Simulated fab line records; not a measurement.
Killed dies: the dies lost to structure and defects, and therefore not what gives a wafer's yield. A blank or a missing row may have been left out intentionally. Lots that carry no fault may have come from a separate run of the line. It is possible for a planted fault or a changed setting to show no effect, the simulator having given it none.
Problem report, 8D (eight disciplines) form, completed by code || flow gf180mcu || the parts of the form that need people (team, actions taken, sign-off) are left out

1. WHAT IS WRONG
Mean MIM_CVD_05_THK at GF_MIM_THK_MEAS_06: 56.0 nm over 4 wafers in 2 lots; fault-free wafers: 42.2 nm, standard deviation 0.55. Measured from the usual mean, that is +25 standard deviations.
Seen first at day 27 13:32 on filmMetro-01, wafer L334.2. Wafers with a number at this step in the record: 39, from 13 lots. By rule, "out" or "out of limits" means more than 4 standard deviations away from the usual mean. Any other wafer with a number is counted as sound.

2. WHAT THIS IS AND IS NOT
{"question": "which readings at this step", "is": "MIM_CVD_05_THK", "is not": "-"}
{"question": "which lots", "is": "L334, L338", "is not": "L324, L325, L329, L330, L332, L333, L339, L343, L344, L346, L347"}
{"question": "which wafers of those lots", "is": "L334.2, L334.5, L338.3, L338.5", "is not": "L334.6, L338.2"}
{"question": "read on which gauges", "is": "filmMetro-01, filmMetro-02", "is not": "filmMetro-04"}
{"question": "when", "is": "from day 27 13:32", "is not": "up to then (19 sound wafers); but 16 sound wafers of L338, L339, L343, L344, L346, L347 came after"}

3. SUSPECTS, AND WHAT RULES EACH OUT
Counting: any tool at a process step up to the reading remains a suspect provided it ran every lot that is out. Sound lots after the first of them don't rule it out here, since some wafers of a struck lot are sound.
- the gauge at GF_MIM_THK_MEAS_06: ruled out. 2 gauges (filmMetro-01, filmMetro-02) read the wafers that are out.
- pecvd-02 at GF_MIM_CVD_05 (deposits Si3N4, target thk 42 nm, time 29.086 s): kept. It processed each lot that is out (first: L334, day 27 13:29); up to then, its last sound lot is L333 (day 27 09:59).
- In pecvd-02 at GF_MIM_CVD_05, the wafers that are out were processed in chamber 0 and their sound lot-mates in chambers 1, 2.
Remaining after the count: pecvd-02 at GF_MIM_CVD_05.

4. THE CAUSE (what the simulator had put in)
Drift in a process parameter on pecvd-02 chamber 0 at GF_MIM_CVD_05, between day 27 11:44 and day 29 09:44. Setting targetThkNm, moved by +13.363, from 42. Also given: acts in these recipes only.
The count eliminated every tool but this one.

5. SEQUENCE OF EFFECTS, ordered by route
Each row: a reading where the mean over the struck wafers with a number is more than 3 standard deviations away from the usual. Only readings whose record carries a usual standard deviation are examined. hours: median over the lots of the time between each lot's start at the first step of this table that gives one and its start at this step. sigmas: the change, counted in usual standard deviations.
{"hours": 0, "step": "GF_MIM_THK_MEAS_06", "reading": "MIM_CVD_05_THK", "usual": "42.2 nm", "on struck wafers": 56.0, "change": "+13.8", "sigmas": "+25"}

6. WHAT WOULD HAVE CAUGHT IT SOONER
2 hours passed between the start of the fault at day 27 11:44 and the first reading out of limits at a measuring or inspecting step in this record, taken at day 27 13:32.
Of the tool readings at GF_MIM_CVD_05 for which the record gives a usual standard deviation, none was out on any struck wafer, so an alarm limit of 4 standard deviations on them would not have fired.
Lots out: 2; of these, L338 started GF_MIM_CVD_05 on pecvd-02 after day 27 13:32. It would have been spared by a hold on the tool at that moment.
